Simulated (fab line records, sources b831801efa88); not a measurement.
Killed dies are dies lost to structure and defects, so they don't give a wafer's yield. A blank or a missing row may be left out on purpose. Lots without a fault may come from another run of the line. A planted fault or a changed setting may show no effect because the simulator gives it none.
One fault seen from 2 desks | flow sky130 | each desk has only its own numbers; what lay behind them comes last

THE METROLOGY DESK
What the gauges read, lot by lot, whatever tool the lot ran on: means of the sampled wafers that have a number. A lot is out of limits, marked OUT, if its mean lies more than 4 standard deviations from the usual mean; the brackets give that distance.
Columns: A = cd_nm at SKY_LOCAL_INTERCONNECT_CD_MEAS_11, usual 170.0 nm
lot  | first seen here | A
L652 | day 30 07:37    | 167.8
L655 | day 31 07:56    | 170.4
L656 | day 31 09:04    | 168.7
L657 | day 32 10:43    | 168.9
L662 | day 34 02:52    | 124.6 (-32) OUT
L664 | day 34 15:47    | 143.4 (-19) OUT
L666 | day 35 02:35    | 170.8
L668 | day 35 17:01    | 170.1
L670 | day 36 08:17    | 170.7
L674 | day 37 07:14    | 171.4
L675 | day 37 20:23    | 167.9
This desk's finding: out of limits on L662, L664; first on L662, day 34 02:52 (cd_nm at SKY_LOCAL_INTERCONNECT_CD_MEAS_11). In limits: L652, L655, L656, L657, L666, L668, L670, L674, L675.

THE TOOL OWNER'S DESK: krf_scanner-01
The tool's own readings at SKY_LOCAL_INTERCONNECT_EXPOSE_08 (exposes mask LI1M, target cd 170 nm): means of the sampled wafers that have a number, for each lot that ran on this tool. A lot is out of limits, marked OUT, if its mean lies more than 4 standard deviations from the usual mean; the brackets give that distance.
Columns: A = exposure_dose_mJ_cm2 at SKY_LOCAL_INTERCONNECT_EXPOSE_08, usual 28.06
lot  | first seen here | A
L652 | day 29 17:43    | 28.16
L655 | day 30 18:01    | 28.16
L657 | day 31 21:26    | 28.18
L662 | day 33 13:56    | 28.21
L664 | day 34 02:49    | 28.14
L674 | day 36 18:08    | 28.15
This desk's finding: nothing out of limits on any of the 6 lots.

PUT TOGETHER
The metrology desk could have raised an alarm at day 34 02:52, on L662, L664.
The tool owner's desk saw nothing out of limits.
The tool owner's desk has L662, L664 on record, within its limits.
Of the lots named, all ran SKY_LOCAL_INTERCONNECT_EXPOSE_08 on krf_scanner-01.

WHAT THE SIMULATOR HAD PUT IN
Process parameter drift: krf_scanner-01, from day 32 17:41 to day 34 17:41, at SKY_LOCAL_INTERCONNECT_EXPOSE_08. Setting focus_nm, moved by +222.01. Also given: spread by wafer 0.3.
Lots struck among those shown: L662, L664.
Hours from the fault's start to each desk's first reading out of limits: the metrology desk, 33.
